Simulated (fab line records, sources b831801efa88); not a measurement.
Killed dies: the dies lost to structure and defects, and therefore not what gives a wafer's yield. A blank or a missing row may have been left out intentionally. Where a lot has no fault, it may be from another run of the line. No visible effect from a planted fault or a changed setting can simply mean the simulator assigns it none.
Matching of chambers	flow sky130	4 sister chambers for SKY_VIA3_STRIP_17 on wet bench-04
The step strips in post etch residue remover, time 1200 s. 4 wafers are shown with their chamber, then 8 later ones without.

## WAFERS WITH THEIR CHAMBER
wafer	chamber	bath heat duty pct (%)
L537.6	0	14.1
L538.5	2	14.0
L542.6	3	12.9
L547.1	1	14.9

## WAFERS WITH NO CHAMBER GIVEN
wafer	bath heat duty pct (%)
L547.2	13.3
L547.6	14.2
L546.1	13.9
L546.3	12.3
L546.6	11.9
L548.3	13.5
L548.5	13.4
L548.6	12.5

## THE CHAMBER EACH PASSED THROUGH
wafer	from the rows above	in truth
L547.2	can't be placed: 3 or 2 or 0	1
L547.6	can't be placed: 0 or 2 or 1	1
L546.1	can't be placed: 2 or 0 or 1 or 3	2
L546.3	3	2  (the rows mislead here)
L546.6	3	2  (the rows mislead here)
L548.3	can't be placed: 2 or 0 or 3 or 1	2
L548.5	can't be placed: 3 or 2 or 0 or 1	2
L548.6	3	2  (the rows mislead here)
Correctly placed: 0 of 8. Unplaceable from these rows: 5, with the true chamber sitting among the candidates in 4. Placed wrongly: 3.
How it was worked out, from the rows above alone: a wafer's distance from a chamber is the root of the sum, over the readings, of the square of ((its reading less the chamber's mean) divided by the reading's scatter). If the next closest chamber is less than 2 further off than the closest, the wafer can't be placed; otherwise it belongs to the closest. For every chamber, the mean is computed from those of its wafers that are shown. The scatter: root of mean squared gap, hidden wafer to nearest shown wafer, with one shown wafer a chamber.
